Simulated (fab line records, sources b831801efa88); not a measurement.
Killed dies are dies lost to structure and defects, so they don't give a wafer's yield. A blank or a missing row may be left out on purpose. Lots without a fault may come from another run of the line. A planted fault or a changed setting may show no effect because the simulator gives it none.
Which tool did it? | flow gf180mcu | 14 lots, 40 wafers sampled, at 3 steps of a route of 602

WHAT THE GAUGES READ, wafer by wafer
GF_SAB_CD_MEAS_09: target cd 420 nm.
lot  | measured     | on        | cd_nm (nm)
L439 | day 14 14:23 | cd_sem-02 | 418.3 419.9 418.0
L441 | day 16 10:32 | cd_sem-02 | 423.4 423.8 422.7
L442 | day 16 12:50 | cd_sem-02 | 423.8 423.5 421.9
L443 | day 17 02:44 | cd_sem-02 | 417.9 419.8 419.1
L444 | day 17 14:41 | cd_sem-01 | 421.1 419.9 421.0
L446 | day 17 20:37 | cd_sem-02 | 413.9 416.3 414.3
L445 | day 17 21:50 | cd_sem-01 | 422.8 418.4 419.4
L447 | day 18 10:28 | cd_sem-02 | 422.1 419.5 421.8
L449 | day 19 07:07 | cd_sem-02 | 420.1 421.9 424.5
L451 | day 19 23:33 | cd_sem-02 | 421.3 421.4
L453 | day 20 17:50 | cd_sem-02 | 421.5 421.7
L459 | day 22 10:22 | cd_sem-02 | 418.7 419.1 420.2
L460 | day 22 21:56 | cd_sem-02 | 419.0 416.5 419.0
L462 | day 23 05:23 | cd_sem-02 | 413.3 416.0 415.8

GF_SALICIDE_THK_MEAS_05: measures by xrf.
lot  | measured     | on            | SALICIDE_TIN_THK (nm)
L439 | day 14 15:03 | film_metro-01 | 20.20 20.06 20.18
L441 | day 16 11:13 | film_metro-02 | 19.83 20.00 19.47
L442 | day 16 13:31 | film_metro-01 | 19.63 19.68 19.88
L443 | day 17 03:25 | film_metro-04 | 19.58 19.47 19.65
L444 | day 17 15:22 | film_metro-04 | 19.84 19.76 19.94
L446 | day 17 21:17 | film_metro-04 | 19.52 19.45 19.66
L445 | day 17 22:31 | film_metro-02 | 19.63 19.37 19.52
L447 | day 18 11:07 | film_metro-04 | 19.48 19.74 19.36
L449 | day 19 07:46 | film_metro-01 | 19.31 19.34 19.43
L451 | day 20 00:23 | film_metro-04 | 19.87 19.28
L453 | day 20 18:31 | film_metro-01 | 19.39 19.61
L459 | day 22 11:02 | film_metro-02 | 19.69 19.67 19.92
L460 | day 22 22:37 | film_metro-02 | 19.58 19.87 20.12
L462 | day 23 06:05 | film_metro-01 | 19.89 19.69 19.72

WHICH TOOL RAN EACH LOT (tool, then ch and the chambers of the sampled wafers, then the start)
lot  | GF_SAB_ETCH_11
L439 | rie_diel-04 ch 0,3, day 14 14:32
L441 | rie_diel-03 ch 0,2,3, day 16 10:41
L442 | rie_diel-03 ch 0,3, day 16 12:59
L443 | rie_diel-04 ch 2,3, day 17 02:53
L444 | rie_diel-01 ch 1,3, day 17 14:50
L446 | rie_diel-03 ch 2,3, day 17 20:44
L445 | rie_diel-01 ch 0,2,3, day 17 21:59
L447 | rie_diel-03 ch 0,1,2, day 18 10:35
L449 | rie_diel-01 ch 0,1,3, day 19 07:14
L451 | rie_diel-03 ch 1,2, day 19 23:38
L453 | rie_diel-01 ch 2,3, day 20 17:59
L459 | rie_diel-04 ch 0,1,2, day 22 10:32
L460 | rie_diel-01 ch 0,1,3, day 22 22:05
L462 | rie_diel-01 ch 1,3, day 23 05:32
- GF_SAB_ETCH_11: etches SiO2 in C4F8/O2/Ar, target depth 55 nm, time 8.5 s.

WHAT THE TOOLS THEMSELVES READ (means of the sampled wafers that have a number; where no wafer has one, the mark that the record gives instead)
GF_SAB_ETCH_11.
lot  | tool        | oes_product_au (a.u.)
L439 | rie_diel-04 | 0.984
L441 | rie_diel-03 | 1.005
L442 | rie_diel-03 | 0.990
L443 | rie_diel-04 | 0.993
L444 | rie_diel-01 | 0.999
L446 | rie_diel-03 | 1.009
L445 | rie_diel-01 | 1.015
L447 | rie_diel-03 | 1.002
L449 | rie_diel-01 | 1.002
L451 | rie_diel-03 | 1.019
L453 | rie_diel-01 | 1.010
L459 | rie_diel-04 | 1.001
L460 | rie_diel-01 | 1.009
L462 | rie_diel-01 | 1.009

THE ANSWER, worked out from the rows above alone
Rule: what is usual is taken from the lots themselves. Put in order of their means at a reading, lots are off if they are a third of the lots or fewer, leave a main group of 4 or more, and stand apart from it by a gap of 3 or more times the standard deviation of the main group's means; of several such gaps the widest counts. A main group whose means are all the same, to the digits that the tables above print for the reading, isn't used. A lot without any number at a reading at which 4 lots or more have one is off too. The other lots that the step has rows for count as sound. The gauges are gone through in route order, then the tools' own readings, and for those a lot's mean is taken as printed above. The first step at which some lot is off is used, and at that step the reading that is off furthest; a lot without a number counts as furthest.
No lot is off at any reading shown: from this, nothing can be told.

WHAT THE SIMULATOR HAD PUT IN
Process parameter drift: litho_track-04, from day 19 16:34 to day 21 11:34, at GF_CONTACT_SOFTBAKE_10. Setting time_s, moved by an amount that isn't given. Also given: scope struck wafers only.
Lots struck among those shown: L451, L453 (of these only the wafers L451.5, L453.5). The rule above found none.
